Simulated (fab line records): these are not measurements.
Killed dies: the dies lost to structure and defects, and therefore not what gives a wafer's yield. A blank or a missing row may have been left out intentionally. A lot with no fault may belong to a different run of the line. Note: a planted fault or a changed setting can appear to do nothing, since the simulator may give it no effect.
Chamber matching | flow sky130 | SKY_VIA3_ETCH_14 on rie-diel-01: 4 sister chambers
The step etches BARC in N2/H2, stops on SiO2, time 45.9 s, target depth 60 nm. 20 wafers are shown with their chamber, then 10 later ones without.

== WAFERS, EACH WITH ITS CHAMBER ==
wafer  | chamber | drypump-motor-current-A (A) | h2-flow-sccm (sccm) | oes-product-au (a.u.)
L074.2 | 2       | 6.0                         | 199.4               | 0.850
L074.3 | 1       | 5.5                         | 199.5               | 0.848
L074.6 | 3       | 6.5                         | 199.5               | 0.856
L076.1 | 3       | 6.5                         | 200.1               | 0.853
L076.3 | 2       | 6.0                         | 200.8               | 0.846
L076.4 | 0       | 5.7                         | 199.9               | 0.853
L079.2 | 2       | 6.0                         | 199.6               | 0.862
L079.3 | 0       | 5.7                         | 199.2               | 0.859
L079.6 | 3       | 6.5                         | 201.9               | 0.855
L080.2 | 3       | 6.5                         | 199.2               | 0.852
L080.3 | 1       | 5.4                         | 199.8               | 0.857
L080.4 | 2       | 6.1                         | 200.2               | 0.862
L082.2 | 2       | 6.0                         | 200.2               | 0.856
L082.3 | 1       | 5.5                         | 201.0               | 0.857
L082.5 | 3       | 6.5                         | 198.9               | 0.855
L086.3 | 1       | 5.5                         | 199.6               | 0.846
L086.5 | 1       | 5.5                         | 200.0               | 0.856
L086.6 | 3       | 6.5                         | 200.0               | 0.858
L093.1 | 2       | 6.0                         | 200.4               | 0.859
L093.5 | 1       | 5.5                         | 199.4               | 0.853

SIGNATURES (averages over the wafers above)
reading                 | chamber 0 | chamber 1 | chamber 2 | chamber 3 | scatter within a chamber
drypump-motor-current-A | 5.700     | 5.483     | 6.017     | 6.500     | 0.0323
h2-flow-sccm            | 199.550   | 199.883   | 200.100   | 199.933   | 0.75
oes-product-au          | 0.85600   | 0.85283   | 0.85583   | 0.85483   | 0.00483
Rule: for a wafer and a chamber, the distance is found by dividing, reading by reading, the gap between the wafer's reading and the chamber's mean by the reading's scatter, squaring, summing and taking the root. The wafer belongs to the nearest chamber; if the next one is less than 2 further off, it can't be placed. The scatter is the square root of a quotient: the sum, over the shown wafers, of each reading's squared deviation from its chamber's mean, divided by wafers minus chambers.

== WAFERS MISSING THEIR CHAMBER ==
wafer  | drypump-motor-current-A (A) | h2-flow-sccm (sccm) | oes-product-au (a.u.)
L093.6 | 5.7                         | 199.9               | 0.858
L095.1 | 6.0                         | 200.9               | 0.847
L095.4 | 6.5                         | 201.1               | 0.857
L095.5 | 6.0                         | 200.0               | 0.848
L096.1 | 6.0                         | 199.3               | 0.856
L096.3 | 5.5                         | 200.2               | 0.860
L096.4 | 6.5                         | 199.9               | 0.856
L097.2 | 6.0                         | 199.3               | 0.852
L097.4 | 6.5                         | 199.2               | 0.845
L097.5 | 5.5                         | 199.8               | 0.850

== WHICH CHAMBER EACH WENT THROUGH ==
wafer  | from the rows above | in truth
L093.6 | 0                   | 0
L095.1 | 2                   | 2
L095.4 | 3                   | 3
L095.5 | 2                   | 2
L096.1 | 2                   | 2
L096.3 | 1                   | 1
L096.4 | 3                   | 3
L097.2 | 2                   | 2
L097.4 | 3                   | 3
L097.5 | 1                   | 1
Correctly placed: 10 of 10. Left unplaced by these rows: 0. Wrongly placed: 0.
